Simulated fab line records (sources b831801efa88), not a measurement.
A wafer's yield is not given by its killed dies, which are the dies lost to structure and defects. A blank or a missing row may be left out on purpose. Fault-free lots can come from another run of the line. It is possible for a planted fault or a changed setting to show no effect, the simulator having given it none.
Problem report, 8D (eight disciplines) form, completed by code || flow sky130 || the parts of the form that need people (team, actions taken, sign-off) are left out

1. THE ISSUE
VT_ADJUST_PCH_TW at SKY_VT_ADJUST_PCH_TW_MEAS_10 reads a mean of 134.5 on 6 wafers of 2 lots; wafers without a fault read 142.5 with a standard deviation of 0.67. That puts it -12 standard deviations away from the usual mean.
First observed at day 12 14:38: wafer L880.3, on filmMetro-04. The record has a number at this step for 36 wafers belonging to 12 lots. By rule, "out" or "out of limits" means more than 4 standard deviations away from the usual mean. Any other wafer with a number is counted as sound.

2. WHAT THIS IS AND IS NOT
{"question": "which readings at this step", "is": "VT_ADJUST_PCH_TW", "is not": "-"}
{"question": "which lots", "is": "L880, L881", "is not": "L875, L883, L886, L888, L889, L890, L892, L893, L894, L895"}
{"question": "which wafers of those lots", "is": "all that have a number", "is not": "-"}
{"question": "read on which gauges", "is": "filmMetro-03, filmMetro-04", "is not": "-"}
{"question": "when", "is": "from day 12 14:38", "is not": "up to then (3 sound wafers); but 27 sound wafers of L883, L886, L888, L889, L890, L892, L893, L894, L895 came after"}

3. THE SUSPECTS, EACH WITH WHAT RULES IT OUT
Counting: a tool stays on the suspect list if, at a process step up to the reading, it processed all lots that are out and no sound lot following the first of them.
- the gauge at SKY_VT_ADJUST_PCH_TW_MEAS_10: ruled out. The wafers that are out were read on 2 gauges (filmMetro-03, filmMetro-04).
- implanter-03 at SKY_VT_ADJUST_PCH_IMPLANT_08: ruled out as a lasting fault. The sound lots L890, L893, L895 went through it after L880, its earliest lot that is out (day 12 14:25).
Left after counting: nothing in the record.

4. THE CAUSE (what the simulator had put in)
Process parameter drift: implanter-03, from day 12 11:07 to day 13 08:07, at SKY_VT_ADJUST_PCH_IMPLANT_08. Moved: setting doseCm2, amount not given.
The count ruled it out by mistake, since the rule takes a fault to strike every lot its tool runs from the start of the fault on, and this one did not do so.

5. THE CHAIN OF EFFECTS, in route order
One row per reading whose mean, taken over the struck wafers that have a number, lies over 3 standard deviations from the usual. Only readings whose record carries a usual standard deviation are examined. hours: median over the lots of the time between each lot's start at the first step of this table that gives one and its start at this step. sigmas: the change, counted in usual standard deviations.
{"hours": 0, "step": "SKY_VT_ADJUST_PCH_IMPLANT_08", "reading": "doseIonsCm2", "usual": 5e+11, "on struck wafers": 4e+11, "change": -1e+11, "sigmas": "-99 or more"}
{"hours": 0, "step": "SKY_VT_ADJUST_PCH_IMPLANT_08", "reading": "faradayCurrentUA", "usual": 2.82, "on struck wafers": 2.28, "change": -0.54, "sigmas": -9.9}
{"hours": 0, "step": "SKY_VT_ADJUST_PCH_TW_MEAS_10", "reading": "VT_ADJUST_PCH_TW", "usual": 142.5, "on struck wafers": 134.5, "change": -8.0, "sigmas": -12}
The process steps in it:
- SKY_VT_ADJUST_PCH_IMPLANT_08
Later steps that measure or inspect, where all struck wafers having a row at the step show a number for every such reading and not one has moved that far: SKY_SONOS_ONO_CD_MEAS_13, SKY_GATE_OXIDE_THK_MEAS_02.

6. HOW IT WOULD HAVE BEEN CAUGHT EARLIER
4 hours passed between the start of the fault at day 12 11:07 and the first reading out of limits at a measuring or inspecting step in this record, taken at day 12 14:38.
The tool's own readings at SKY_VT_ADJUST_PCH_IMPLANT_08 were out on every struck wafer that the step has a row for (doseIonsCm2, faradayCurrentUA): an alarm limit on them would have fired on the first of those.
